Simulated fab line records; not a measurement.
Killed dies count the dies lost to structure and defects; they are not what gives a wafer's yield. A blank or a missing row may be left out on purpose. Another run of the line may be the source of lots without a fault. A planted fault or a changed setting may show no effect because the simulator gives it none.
Which tool is to blame? | flow sky130 | 33 wafers from 11 lots sampled at 4 of the route's 708 steps

WHAT EACH GAUGE READ, for each wafer
SKY_VIA4_THK_MEAS_01.
lot  | measured     | on            | VIA4_HDPCVD_THK (nm)
L986 | day 41 12:39 | film metro-04 | 1766 1763 1784
L987 | day 41 18:05 | film metro-03 | 1762 1748 1762
L988 | day 42 03:01 | film metro-04 | 1724 1742 1781
L991 | day 43 07:25 | film metro-03 | 1752 1732 1748
L992 | day 44 07:10 | film metro-03 | 1769 1760 1776
L994 | day 44 06:20 | film metro-03 | 1767 1746 1754
L995 | day 44 11:28 | film metro-03 | 1741 1736 1765
L102 | day 46 03:50 | film metro-04 | 1766 1754 2389
L104 | day 46 20:00 | film metro-03 | 1735 1718 1746
L105 | day 47 00:56 | film metro-03 | 1754 1766 1743
L109 | day 47 15:24 | film metro-01 | 1708 1736 1732

EACH LOT AND THE TOOL THAT RAN IT (in order: tool; ch and the chambers of the sampled wafers; start)
lot  | SKY_CAPM_CVD_00                 | SKY_METAL4_STRIP_19                  | SKY_VIA4_HDPCVD_00
L986 | pecvd-01 ch 0,1,2, day 36 00:58 | plasma asher-02 ch 0,1, day 41 11:49 | hdpcvd-01 ch 1,2, day 41 12:28
L987 | pecvd-04 ch 1,2, day 36 09:34   | plasma asher-03 ch 0,1, day 41 17:19 | hdpcvd-01 ch 1,2, day 41 17:55
L988 | pecvd-02 ch 0,1,2, day 36 16:21 | plasma asher-02 ch 0,1, day 42 02:14 | hdpcvd-01 ch 0,1,2, day 42 02:53
L991 | pecvd-01 ch 0,2, day 38 01:32   | plasma asher-01 ch 0,1, day 43 06:37 | hdpcvd-02 ch 0,1,2, day 43 07:14
L992 | pecvd-01 ch 0,1, day 39 01:29   | plasma asher-01 ch 0,1, day 44 06:24 | hdpcvd-01 ch 0,2, day 44 06:58
L994 | pecvd-04 ch 1,2, day 39 02:17   | plasma asher-03 ch 0,1, day 44 05:34 | hdpcvd-02 ch 0,1,2, day 44 06:09
L995 | pecvd-01 ch 0,1,2, day 39 08:20 | plasma asher-03 ch 0,1, day 44 10:41 | hdpcvd-02 ch 1,2, day 44 11:17
L102 | pecvd-04 ch 0,1,2, day 41 06:26 | plasma asher-02 ch 0,1, day 46 03:04 | hdpcvd-01 ch 1,2, day 46 03:40
L104 | pecvd-02 ch 0,1, day 42 01:36   | plasma asher-03 ch 0,1, day 46 19:13 | hdpcvd-02 ch 0,1,2, day 46 19:49
L105 | pecvd-01 ch 2, day 42 06:10     | plasma asher-03 ch 0,1, day 47 00:08 | hdpcvd-02 ch 0,1,2, day 47 00:45
L109 | pecvd-01 ch 0,2, day 42 23:58   | plasma asher-02 ch 0,1, day 47 14:35 | hdpcvd-02 ch 1,2, day 47 15:13
- SKY_CAPM_CVD_00: deposits SiO2, target thk 15.5 nm.
- SKY_METAL4_STRIP_19: strips in O2/N2.
- SKY_VIA4_HDPCVD_00: deposits SiO2, target thk 1750 nm, time 291.7 s.

THE ANSWER, worked out from the rows above alone
Rule: usual is defined by the lots themselves. The widest of any qualifying gaps counts: lots, ordered by their means at a reading, are off when they make up no more than a third of the lots, leave a main group of 4 or more, and stand apart from it by 3 or more times the standard deviation of that group's means. A main group whose means are all the same, to the digits that the tables above print for the reading, isn't used. Also off: a lot with no number at a reading for which 4 or more lots have one. Any other lot the step has rows for is counted as sound.
Off: L102, seen at SKY_VIA4_THK_MEAS_01 (VIA4_HDPCVD_THK). Mean 1751 nm and standard deviation 13 in the main group.
If a tool, at a process step before that reading, ran all the lots that are off and no sound lot after the first of them, it fits. Gauges at SKY_VIA4_THK_MEAS_01: tried the same way as those tools. Can't be told from this: 3 tools fit, pecvd-04 at SKY_CAPM_CVD_00, hdpcvd-01 at SKY_VIA4_HDPCVD_00, film metro-04 at SKY_VIA4_THK_MEAS_01.

WHAT THE SIMULATOR PUT IN
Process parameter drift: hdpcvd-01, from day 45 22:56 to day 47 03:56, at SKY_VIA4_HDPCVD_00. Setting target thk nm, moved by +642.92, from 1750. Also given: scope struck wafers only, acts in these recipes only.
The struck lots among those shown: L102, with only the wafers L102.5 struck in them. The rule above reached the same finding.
